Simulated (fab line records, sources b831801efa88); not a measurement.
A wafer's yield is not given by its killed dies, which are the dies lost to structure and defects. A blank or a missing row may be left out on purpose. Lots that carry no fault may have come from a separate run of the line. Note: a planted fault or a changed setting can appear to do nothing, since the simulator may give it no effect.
Check of tool commonality | flow sky130 | 42 wafers sampled across 11 lots

== WHAT PROMPTED THE OPENING ==
Of 11 lots, 3 have the reading POLY_GATE_OXIDATION_THK flagged at SKY_POLY_GATE_THK_MEAS_21. Fault-free wafers read 4.00 nm, with a standard deviation of 0.08.
Rule: flag the lot when none of its wafers has a number, or when each of its wafers that has one lies beyond 4 standard deviations from that mean. The rest of the lots are taken to be sound.

lot  | measured     | on            | POLY_GATE_OXIDATION_THK (nm), wafer by wafer | flag
L586 | day 16 05:16 | film metro-04 | 4.08 4.04 4.11                               |
L588 | day 17 09:21 | film metro-02 | 4.01 3.99 4.16                               |
L592 | day 18 20:48 | film metro-04 | 4.17 4.21 4.18                               |
L595 | day 20 16:22 | film metro-01 | 4.00 4.09 4.06                               |
L599 | day 21 13:28 | film metro-04 | 2.39 2.46 2.33 2.35 2.41 2.34                | FLAGGED
L600 | day 21 18:40 | film metro-04 | 2.39 2.30 2.30 2.33 2.31 2.29                | FLAGGED
L601 | day 21 23:59 | film metro-02 | 2.41 2.34 2.37 2.39 2.33 2.35                | FLAGGED
L603 | day 22 17:04 | film metro-02 | 3.94 3.90 3.96                               |
L604 | day 23 08:01 | film metro-04 | 4.01 4.07 4.02                               |
L607 | day 24 03:15 | film metro-04 | 3.98 4.05 4.01                               |
L608 | day 24 13:34 | film metro-01 | 3.96 3.98 4.06                               |
The numbers of the flagged lots are 2.35 nm on average: -1.65 nm against the usual, or -21 standard deviations.

== TOOL THAT RAN EACH LOT ==
The record holds 1 process step before the reading, out of a route of 708 steps. Cell contents, in order: the tool; ch with the chambers the sampled wafers went through; the start.
lot  | flag    | SKY_POLY_GATE_OXIDATION_20
L586 |         | furnace-01 ch 0, day 16 04:01
L588 |         | furnace-01 ch 0, day 17 08:06
L592 |         | furnace-01 ch 0, day 18 19:33
L595 |         | furnace-01 ch 0, day 20 15:07
L599 | FLAGGED | furnace-01 ch 0, day 21 12:12
L600 | FLAGGED | furnace-01 ch 0, day 21 17:24
L601 | FLAGGED | furnace-01 ch 0, day 21 22:44
L603 |         | furnace-02 ch 0, day 22 15:48
L604 |         | furnace-02 ch 0, day 23 06:45
L607 |         | furnace-02 ch 0, day 24 02:00
L608 |         | furnace-01 ch 0, day 24 12:18
What is done by these steps:
- SKY_POLY_GATE_OXIDATION_20: stabilise 600 s, purge 300 s, target thk 4 nm.
- SKY_POLY_GATE_THK_MEAS_21

== FLAGGED AGAINST TOTAL, ONE TOOL AT A TIME (gauges that did the reading follow at the end) ==
step                       | tool          | lots run | flagged | share of the flagged lots | sound lots run after its first flagged lot
SKY_POLY_GATE_OXIDATION_20 | furnace-01    | 8        | 3       | all                       | 1 (L608)
SKY_POLY_GATE_OXIDATION_20 | furnace-02    | 3        | 0       | none                      | -
SKY_POLY_GATE_THK_MEAS_21  | film metro-01 | 2        | 0       | none                      | -
SKY_POLY_GATE_THK_MEAS_21  | film metro-02 | 3        | 1       | some                      | 1 (L603)
SKY_POLY_GATE_THK_MEAS_21  | film metro-04 | 6        | 2       | some                      | 2 (L604,L607)

== WHAT THE TABLE PERMITS ==
All flagged lots share 1 row of the table, namely furnace-01 at SKY_POLY_GATE_OXIDATION_20.
- furnace-01 at SKY_POLY_GATE_OXIDATION_20 ran 8 lots, 3 of them flagged. Sound lots followed the first flagged one (L608) on it, something a lasting fault affecting the whole tool could not allow. Its own readings (spike tc bottom C, spike tc centre C, spike tc lower C, spike tc top C, spike tc upper C, tube center temp C, tube_center_temp_C_max, zone power lower pct, zone power upper pct) fall more than 4 standard deviations out on all wafers of the flagged lots.
There is no row in the table that ran each flagged lot and no sound lot after the first.

== WHAT THE SIMULATOR HAD INSERTED ==
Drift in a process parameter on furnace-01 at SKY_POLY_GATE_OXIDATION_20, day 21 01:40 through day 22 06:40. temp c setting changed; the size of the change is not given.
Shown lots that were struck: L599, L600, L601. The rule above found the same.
